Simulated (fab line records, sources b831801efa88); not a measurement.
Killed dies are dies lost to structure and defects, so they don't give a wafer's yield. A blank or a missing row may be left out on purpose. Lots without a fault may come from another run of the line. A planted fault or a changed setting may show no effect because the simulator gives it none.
A struck lot beside a sound one | flow sky130 | 23 steps out of a route of 708
Sound: wafers L692.1, L692.4, L692.5. Struck: wafers L708.3, L708.5, L708.6. The cause comes at the end.
At each step with rows: each side's tool, then ch and its chambers, then its first start. Under that, the readings that differ: sound wafers | struck wafers | difference of the means | sigmas: that difference in standard deviations of wafers without a fault.
alike: readings whose means differ by less than 2 such deviations, and words and numbers that are the same on both sides. not compared: withheld readings, readings that some wafer has no value for, bounds like >300 that may hide the same value, and numbers for which the record gives no deviation and whose values overlap.
The two part at a step that has a row with sigmas, a row that says differs or no value, or rows on one side only. Numbers that don't overlap but have no deviation are shown without sigmas and don't part them. A reading that every wafer of one side lacks parts them only if that side has two wafers or more.

SKY_LOCAL_INTERCONNECT_STRIP_15: strips in O2/N2.
  sound on plasma_asher-02 ch 0,1, day 31 19:52; struck on plasma_asher-04 ch 0,1, day 36 15:17
  alike: drypump_motor_current_A, oes_product_au, strip_time_to_endpoint_s
  not compared: rf_hours_counter_h
then, 3 steps without rows for these wafers: SKY_LOCAL_INTERCONNECT_STRIP_16 (strips in post etch residue remover, time 1200 s); SKY_LOCAL_INTERCONNECT_CLEAN_17 (cleans in IPA, time 180 s); SKY_LOCAL_INTERCONNECT_CLEAN_18 (cleans in O3/DIW).
SKY_CONTACT_CVD_00: deposits Si3N4, target thk 75 nm.
  sound on pecvd-02 ch 0,1, day 31 20:28; struck on pecvd-04 ch 0,1,2, day 36 15:53
  alike: heater_power_w
SKY_CONTACT_THK_MEAS_01:
  sound on film_metro-01, day 31 20:29; struck on film_metro-02, day 36 15:56
  alike: CONTACT_CVD_00_THK
then, 1 step without rows for these wafers: SKY_CONTACT_HDPCVD_02 (deposits SiO2, target thk 565 nm, time 94.2 s).
SKY_CONTACT_THK_MEAS_03:
  sound on film_metro-02, day 31 20:37; struck on film_metro-01, day 36 16:04
  alike: CONTACT_HDPCVD_THK
SKY_CONTACT_CMP_04: polishes SiO2.
  sound on cmp-01 ch 0,2,3, day 31 20:47; struck on cmp-01 ch 2,3, day 36 16:10
  alike: motor_current_A, platen_rpm, time_to_endpoint_s
SKY_CONTACT_BOW_MEAS_05:
  sound on film_metro-01, day 31 20:59; struck on film_metro-01, day 36 16:27
  alike: CONTACT_BOW
then, 2 steps without rows for these wafers: SKY_CONTACT_DEHYDRATE_06 (time 60 s); SKY_CONTACT_HMDS_07 (prime time 60 s).
SKY_CONTACT_COAT_08: resist thk 60 nm.
  sound on litho_track-01 ch 0, day 32 10:22; struck on litho_track-01 ch 0, day 37 04:55
  not compared: resist_line_temp_C
then, 5 steps without rows for these wafers: SKY_CONTACT_COAT_09 (resist thk 450 nm); SKY_CONTACT_SOFTBAKE_10 (time 90 s); SKY_CONTACT_EXPOSE_11 (exposes mask CTM1, target cd 170 nm); SKY_CONTACT_PEB_12; SKY_CONTACT_DEVELOP_13 (develop time 60 s).
SKY_CONTACT_CD_MEAS_14: target cd 170 nm.
  sound on cd_sem-02, day 32 23:31; struck on cd_sem-01, day 37 17:56
  reading    | sound             | struck            | difference | sigmas
  cd_nm (nm) | 171.3 171.3 171.8 | 168.3 168.5 167.3 | -3.4       | -2
SKY_CONTACT_OVL_MEAS_15:
  sound on overlay-01, day 32 23:38; struck on overlay-02, day 37 18:01
  reading          | sound      | struck | difference | sigmas
  CONTACT_OVL (nm) | -9 -14 -11 | 5 2 -2 | +13        | +2
SKY_CONTACT_ETCH_16: etches BARC in N2/H2, stops on SiO2, time 45.9 s, target depth 60 nm.
  sound on rie_diel-04 ch 0,3, day 32 23:40; struck on rie_diel-04 ch 1,2, day 37 18:03
  reading                     | sound             | struck            | difference | sigmas
  drypump_motor_current_A (A) | 6.5 6.5 6.2       | 5.3 5.7 5.3       | -1.0       | -2
  oes_product_au (a.u.)       | 0.856 0.854 0.854 | 0.875 0.858 0.870 | +0.013     | +3
  model.etch.depth_nm (nm)    | 60.03 60.06 60.1  | 61.99 61.77 61.84 | +1.80      |
  alike: throttle_valve_pct
  not compared: rf_hours_counter_h
SKY_CONTACT_ETCH_17: etches SiO2 in C4F8/O2/Ar, stops on Si3N4, target depth 340 nm.
  sound on rie_diel-04 ch 0,3, day 32 23:43; struck on rie_diel-04 ch 1,2, day 37 18:05
  alike: oes_product_au
-- the record jumps here: 13 days lie between the struck wafers' starts before and after (it left off in module CONTACT and takes up again in module PAD_OPEN, whose first step shown is number 708 of the route) --
SKY_PAD_OPEN_PROBE_99:
  the record has rows for the struck wafers here (prober-02, day 50 09:10) and none for the sound ones

WHERE THEY PART
First at SKY_CONTACT_CD_MEAS_14; last, within this record, at SKY_PAD_OPEN_PROBE_99.

WHY: what the simulator had put in
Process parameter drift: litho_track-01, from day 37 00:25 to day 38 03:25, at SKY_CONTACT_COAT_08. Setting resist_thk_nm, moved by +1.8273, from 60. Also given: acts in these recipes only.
